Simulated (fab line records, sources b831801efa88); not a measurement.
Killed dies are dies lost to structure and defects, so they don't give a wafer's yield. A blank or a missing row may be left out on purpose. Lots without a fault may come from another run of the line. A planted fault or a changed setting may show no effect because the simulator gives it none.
A struck lot beside a sound one | flow sky130 | 18 steps out of a route of 708
Sound: wafers L569.2, L569.3, L569.5. Struck: wafer L562.5. (L562.2, L562.3 of the same lot were not struck and are left out.) The cause comes at the end.
At each step with rows: each side's tool, then ch and its chambers, then its first start. Under that, the readings that differ: sound wafers | struck wafers | difference of the means | sigmas: that difference in standard deviations of wafers without a fault.
alike: readings whose means differ by less than 2 such deviations, and words and numbers that are the same on both sides. not compared: withheld readings, readings that some wafer has no value for, bounds like >300 that may hide the same value, and numbers for which the record gives no deviation and whose values overlap.
The two part at a step that has a row with sigmas, a row that says differs or no value, or rows on one side only. Numbers that don't overlap but have no deviation are shown without sigmas and don't part them. A reading that every wafer of one side lacks parts them only if that side has two wafers or more.

first, 4 steps without rows for these wafers: SKY_VT_ADJUST_LVTN_SOFTBAKE_14 (time 60 s); SKY_VT_ADJUST_LVTN_EXPOSE_15 (exposes mask HVN STD DERIVED, target cd 600 nm); SKY_VT_ADJUST_LVTN_PEB_16; SKY_VT_ADJUST_LVTN_DEVELOP_17 (develop time 60 s).
SKY_VT_ADJUST_LVTN_OVL_MEAS_18:
  sound on overlay-01, day 12 19:55; struck on overlay-02, day 10 11:31
  reading                    | sound       | struck | difference | sigmas
  VT_ADJUST_LVTN_01_OVL (nm) | 1.7 1.7 2.1 | -1.5   | -3.3       | -3
then, 1 step without rows for these wafers: SKY_VT_ADJUST_LVTN_IMPLANT_19.
SKY_VT_ADJUST_LVTN_STRIP_20: strips in O2/N2.
  sound on plasma_asher-01 ch 0,1, day 12 20:06; struck on plasma_asher-02 ch 0, day 10 11:42
  reading                     | sound       | struck | difference | sigmas
  drypump_motor_current_A (A) | 5.3 5.7 5.7 | 6.6    | +1.0       | +3
  alike: oes_product_au, strip_time_to_endpoint_s
  not compared: rf_hours_counter_h
SKY_VT_ADJUST_LVTN_TW_MEAS_21:
  sound on film_metro-01, day 12 20:13; struck on film_metro-01, day 10 11:49
  reading             | sound             | struck | difference | sigmas
  VT_ADJUST_LVTN_2_TW | 187.0 187.3 186.6 | 190.2  | +3.2       | +3
then, 4 steps without rows for these wafers: SKY_VT_ADJUST_NCORE_DEHYDRATE_00 (time 60 s); SKY_VT_ADJUST_NCORE_HMDS_01 (prime time 60 s); SKY_VT_ADJUST_NCORE_COAT_02 (resist thk 1140 nm); SKY_VT_ADJUST_NCORE_SOFTBAKE_03 (time 60 s).
SKY_VT_ADJUST_NCORE_EXPOSE_04: exposes mask LVTN COMPLEMENT THIN, target cd 380 nm.
  sound on iline_stepper-01 ch 0, day 13 09:12; struck on iline_stepper-02 ch 0, day 10 22:41
  alike: mask
then, 2 steps without rows for these wafers: SKY_VT_ADJUST_NCORE_PEB_05; SKY_VT_ADJUST_NCORE_DEVELOP_06 (develop time 60 s).
SKY_VT_ADJUST_NCORE_CD_MEAS_07: target cd 380 nm.
  sound on cd_sem-01, day 13 21:47; struck on cd_sem-02, day 11 10:34
  reading    | sound       | struck | difference | sigmas
  cd_nm (nm) | 384 382 382 | 362    | -21        | -7
SKY_VT_ADJUST_NCORE_OVL_MEAS_08:
  sound on overlay-02, day 13 21:53; struck on overlay-01, day 11 10:40
  alike: VT_ADJUST_NCORE_OVL
-- the record jumps here: 37 days lie between the struck wafers' starts before and after (it left off in module VT_ADJUST_NCORE and takes up again in module PAD_OPEN, whose first step shown is number 708 of the route) --
SKY_PAD_OPEN_PROBE_99:
  sound on prober-01, day 50 01:13; struck on prober-02, day 48 04:46
  reading             | sound    | struck | difference | sigmas
  killed_at_contacts  | 21 24 15 | 33     | +13        | +2
  killed_at_front_end | 29 12 18 | 11     | -9         | -2
  killed_on_rim       | 19 14 22 | 26     | +8         | +2
  alike: killed_at_M0_to_M3, killed_at_M4_up, killed_at_other, killed_dies, killed_open, killed_short

WHERE THEY PART
First at SKY_VT_ADJUST_LVTN_OVL_MEAS_18; last, within this record, at SKY_PAD_OPEN_PROBE_99.

WHY: what the simulator had put in
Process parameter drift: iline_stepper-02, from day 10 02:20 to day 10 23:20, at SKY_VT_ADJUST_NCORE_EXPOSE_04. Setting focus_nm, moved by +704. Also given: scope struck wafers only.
